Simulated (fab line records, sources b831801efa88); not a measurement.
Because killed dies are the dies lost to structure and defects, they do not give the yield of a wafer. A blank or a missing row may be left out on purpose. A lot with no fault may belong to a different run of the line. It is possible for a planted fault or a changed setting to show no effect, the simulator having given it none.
What tool caused it? / flow sky130 / at 1 step of a route of 708, 12 lots with 36 wafers sampled

WHAT THE GAUGES SHOWED, per wafer
SKY_SONOS_ONO_CD_MEAS_13: target cd 410 nm. Usual: 409.5 nm for cdNm, sd 1.9.
lot=L398; measured=day 13 10:00; on=cdSem-02; cdNm (nm)=410.0 407.5 409.6; flag=
lot=L403; measured=day 15 04:39; on=cdSem-01; cdNm (nm)=409.8 407.8 408.4; flag=
lot=L405; measured=day 15 17:25; on=cdSem-01; cdNm (nm)=409.2 407.5 410.4; flag=
lot=L406; measured=day 15 22:31; on=cdSem-02; cdNm (nm)=410.0 409.4 408.0; flag=
lot=L408; measured=day 16 12:59; on=cdSem-02; cdNm (nm)=412.8 407.8 409.1; flag=
lot=L410; measured=day 17 07:49; on=cdSem-01; cdNm (nm)=406.1 407.0 405.8; flag=
lot=L413; measured=day 18 05:14; on=cdSem-01; cdNm (nm)=408.3 408.0 410.2; flag=
lot=L414; measured=day 18 16:40; on=cdSem-02; cdNm (nm)=411.3 409.9 413.0; flag=
lot=L415; measured=day 19 09:06; on=cdSem-02; cdNm (nm)=408.5 408.1 407.0; flag=
lot=L416; measured=day 19 10:18; on=cdSem-01; cdNm (nm)=408.2 407.5 408.8; flag=
lot=L418; measured=day 20 07:41; on=cdSem-01; cdNm (nm)=410.4 411.3 410.5; flag=
lot=L420; measured=day 20 18:07; on=cdSem-02; cdNm (nm)=409.9 410.9 409.3; flag=

TOOL THAT RAN EACH LOT (tool first, then ch and the chambers of the sampled wafers, then the start)
Before these readings, the record contains no process step.

WHAT THE TOOLS THEMSELVES READ (means of the sampled wafers that have a number; where no wafer has one, the mark that the record gives instead)
The record holds no such reading with a usual standard deviation.

THE ANSWER, worked out from the rows above alone
Rule: lot off if the mean of its wafers having a number is beyond 3 standard deviations from the usual mean. Also off: a lot with no number at a reading for which 4 or more lots have one. The other lots that the step has rows for count as sound. After the gauges, taken in route order, come the tools' own readings; for these a lot's mean is taken, as printed above. The first step at which some lot is off is used, and at that step the reading that is off furthest; a lot without a number counts as furthest.
No lot is off on any of the readings shown, so nothing can be concluded from this.

WHAT THE SIMULATOR HAD PUT IN
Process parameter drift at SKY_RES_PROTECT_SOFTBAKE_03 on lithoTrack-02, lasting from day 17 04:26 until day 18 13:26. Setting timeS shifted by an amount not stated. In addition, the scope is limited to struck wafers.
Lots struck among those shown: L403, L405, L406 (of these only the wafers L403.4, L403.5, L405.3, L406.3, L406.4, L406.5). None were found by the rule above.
